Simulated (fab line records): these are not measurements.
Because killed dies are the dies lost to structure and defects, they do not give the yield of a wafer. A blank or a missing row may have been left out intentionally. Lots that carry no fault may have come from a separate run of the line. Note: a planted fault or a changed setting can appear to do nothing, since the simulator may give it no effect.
Chamber matching / flow gf180mcu / cmp-01 running GF_V1_CMP_26: 4 sister chambers
The step polishes, stops on SiO2, t overpolish 15 s, target thk 0 nm. 36 wafers are shown with their chamber, then 12 later ones without.

## EACH WAFER AND ITS CHAMBER
wafer=L075.2; chamber=0; motorCurrentA (A)=12.5; timeToEndpointS (s)=86; overpolishRunS (s)=15.009
wafer=L075.3; chamber=1; motorCurrentA (A)=10.7; timeToEndpointS (s)=89; overpolishRunS (s)=14.985
wafer=L075.6; chamber=3; motorCurrentA (A)=12.5; timeToEndpointS (s)=86; overpolishRunS (s)=15.022
wafer=L078.1; chamber=0; motorCurrentA (A)=12.7; timeToEndpointS (s)=85; overpolishRunS (s)=15.005
wafer=L078.4; chamber=1; motorCurrentA (A)=10.1; timeToEndpointS (s)=85; overpolishRunS (s)=15.018
wafer=L078.5; chamber=3; motorCurrentA (A)=12.4; timeToEndpointS (s)=84; overpolishRunS (s)=14.997
wafer=L079.2; chamber=0; motorCurrentA (A)=12.5; timeToEndpointS (s)=85; overpolishRunS (s)=15.007
wafer=L079.3; chamber=2; motorCurrentA (A)=9.3; timeToEndpointS (s)=92; overpolishRunS (s)=15.015
wafer=L079.5; chamber=0; motorCurrentA (A)=12.4; timeToEndpointS (s)=82; overpolishRunS (s)=14.985
wafer=L081.1; chamber=3; motorCurrentA (A)=12.5; timeToEndpointS (s)=83; overpolishRunS (s)=15.007
wafer=L081.2; chamber=1; motorCurrentA (A)=10.1; timeToEndpointS (s)=85; overpolishRunS (s)=14.995
wafer=L081.6; chamber=0; motorCurrentA (A)=12.0; timeToEndpointS (s)=83; overpolishRunS (s)=15.010
wafer=L082.1; chamber=3; motorCurrentA (A)=12.3; timeToEndpointS (s)=87; overpolishRunS (s)=14.992
wafer=L082.2; chamber=1; motorCurrentA (A)=10.2; timeToEndpointS (s)=90; overpolishRunS (s)=15.012
wafer=L082.6; chamber=2; motorCurrentA (A)=9.7; timeToEndpointS (s)=86; overpolishRunS (s)=15.000
wafer=L083.1; chamber=1; motorCurrentA (A)=9.6; timeToEndpointS (s)=90; overpolishRunS (s)=14.994
wafer=L083.2; chamber=0; motorCurrentA (A)=12.7; timeToEndpointS (s)=90; overpolishRunS (s)=15.009
wafer=L083.3; chamber=2; motorCurrentA (A)=9.7; timeToEndpointS (s)=90; overpolishRunS (s)=15.018
wafer=L084.1; chamber=3; motorCurrentA (A)=12.6; timeToEndpointS (s)=91; overpolishRunS (s)=14.995
wafer=L084.3; chamber=1; motorCurrentA (A)=10.1; timeToEndpointS (s)=88; overpolishRunS (s)=14.981
wafer=L084.4; chamber=0; motorCurrentA (A)=12.1; timeToEndpointS (s)=89; overpolishRunS (s)=14.994
wafer=L085.3; chamber=3; motorCurrentA (A)=11.6; timeToEndpointS (s)=85; overpolishRunS (s)=15.000
wafer=L085.4; chamber=2; motorCurrentA (A)=9.4; timeToEndpointS (s)=90; overpolishRunS (s)=15.003
wafer=L085.6; chamber=1; motorCurrentA (A)=10.4; timeToEndpointS (s)=89; overpolishRunS (s)=15.002
wafer=L086.1; chamber=0; motorCurrentA (A)=12.6; timeToEndpointS (s)=82; overpolishRunS (s)=15.005
wafer=L086.4; chamber=3; motorCurrentA (A)=12.4; timeToEndpointS (s)=83; overpolishRunS (s)=15.007
wafer=L086.5; chamber=1; motorCurrentA (A)=10.3; timeToEndpointS (s)=84; overpolishRunS (s)=15.000
wafer=L088.1; chamber=2; motorCurrentA (A)=9.9; timeToEndpointS (s)=92; overpolishRunS (s)=14.997
wafer=L088.4; chamber=3; motorCurrentA (A)=12.2; timeToEndpointS (s)=90; overpolishRunS (s)=15.010
wafer=L088.5; chamber=1; motorCurrentA (A)=10.6; timeToEndpointS (s)=91; overpolishRunS (s)=14.988
wafer=L090.1; chamber=2; motorCurrentA (A)=10.0; timeToEndpointS (s)=87; overpolishRunS (s)=14.974
wafer=L090.4; chamber=3; motorCurrentA (A)=12.8; timeToEndpointS (s)=84; overpolishRunS (s)=15.001
wafer=L090.5; chamber=1; motorCurrentA (A)=10.5; timeToEndpointS (s)=87; overpolishRunS (s)=14.993
wafer=L089.3; chamber=3; motorCurrentA (A)=12.6; timeToEndpointS (s)=85; overpolishRunS (s)=15.000
wafer=L089.4; chamber=1; motorCurrentA (A)=10.4; timeToEndpointS (s)=92; overpolishRunS (s)=14.994
wafer=L089.5; chamber=2; motorCurrentA (A)=9.2; timeToEndpointS (s)=90; overpolishRunS (s)=15.006

SIGNATURES (averages over the wafers above)
reading=motorCurrentA; chamber 0=12.438; chamber 1=10.273; chamber 2=9.600; chamber 3=12.390; scatter within a chamber=0.302
reading=timeToEndpointS; chamber 0=85.25; chamber 1=88.18; chamber 2=89.57; chamber 3=85.80; scatter within a chamber=2.71
reading=overpolishRunS; chamber 0=15.00300; chamber 1=14.99655; chamber 2=15.00186; chamber 3=15.00310; scatter within a chamber=0.0108
Rule: for a wafer and a chamber, the distance is found by dividing, reading by reading, the gap between the wafer's reading and the chamber's mean by the reading's scatter, squaring, summing and taking the root. The wafer belongs to the nearest chamber; if the next one is less than 2 further off, it can't be placed. How the scatter is found: for the shown wafers, subtract from each reading the mean of its chamber, square and add these, divide the total by (wafers less chambers), then take the root.

## WAFERS MISSING THEIR CHAMBER
wafer=L091.2; motorCurrentA (A)=11.7; timeToEndpointS (s)=90; overpolishRunS (s)=14.999
wafer=L091.5; motorCurrentA (A)=9.7; timeToEndpointS (s)=90; overpolishRunS (s)=14.988
wafer=L091.6; motorCurrentA (A)=9.9; timeToEndpointS (s)=90; overpolishRunS (s)=14.993
wafer=L095.1; motorCurrentA (A)=12.6; timeToEndpointS (s)=87; overpolishRunS (s)=15.006
wafer=L095.2; motorCurrentA (A)=12.1; timeToEndpointS (s)=82; overpolishRunS (s)=14.998
wafer=L095.4; motorCurrentA (A)=9.9; timeToEndpointS (s)=85; overpolishRunS (s)=15.009
wafer=L096.1; motorCurrentA (A)=9.8; timeToEndpointS (s)=85; overpolishRunS (s)=14.996
wafer=L096.2; motorCurrentA (A)=12.8; timeToEndpointS (s)=85; overpolishRunS (s)=14.986
wafer=L096.3; motorCurrentA (A)=10.1; timeToEndpointS (s)=86; overpolishRunS (s)=15.007
wafer=L096.4; motorCurrentA (A)=12.3; timeToEndpointS (s)=83; overpolishRunS (s)=15.003
wafer=L096.5; motorCurrentA (A)=12.8; timeToEndpointS (s)=84; overpolishRunS (s)=15.005
wafer=L096.6; motorCurrentA (A)=9.4; timeToEndpointS (s)=85; overpolishRunS (s)=15.002

## WHICH CHAMBER EACH WENT THROUGH
wafer=L091.2; from the rows above=can't be placed: 3 or 0 or 1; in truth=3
wafer=L091.5; from the rows above=can't be placed: 2 or 1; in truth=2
wafer=L091.6; from the rows above=can't be placed: 2 or 1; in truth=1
wafer=L095.1; from the rows above=can't be placed: 3 or 0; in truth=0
wafer=L095.2; from the rows above=can't be placed: 0 or 3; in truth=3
wafer=L095.4; from the rows above=can't be placed: 1 or 2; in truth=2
wafer=L096.1; from the rows above=can't be placed: 2 or 1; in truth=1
wafer=L096.2; from the rows above=can't be placed: 0 or 3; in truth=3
wafer=L096.3; from the rows above=can't be placed: 1 or 2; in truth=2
wafer=L096.4; from the rows above=can't be placed: 0 or 3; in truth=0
wafer=L096.5; from the rows above=can't be placed: 0 or 3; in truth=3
wafer=L096.6; from the rows above=can't be placed: 2 or 1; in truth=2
Correctly placed: 0 of 12. These rows do not allow placing 12 (true chamber among the candidates in 12). Wrongly placed: 0.
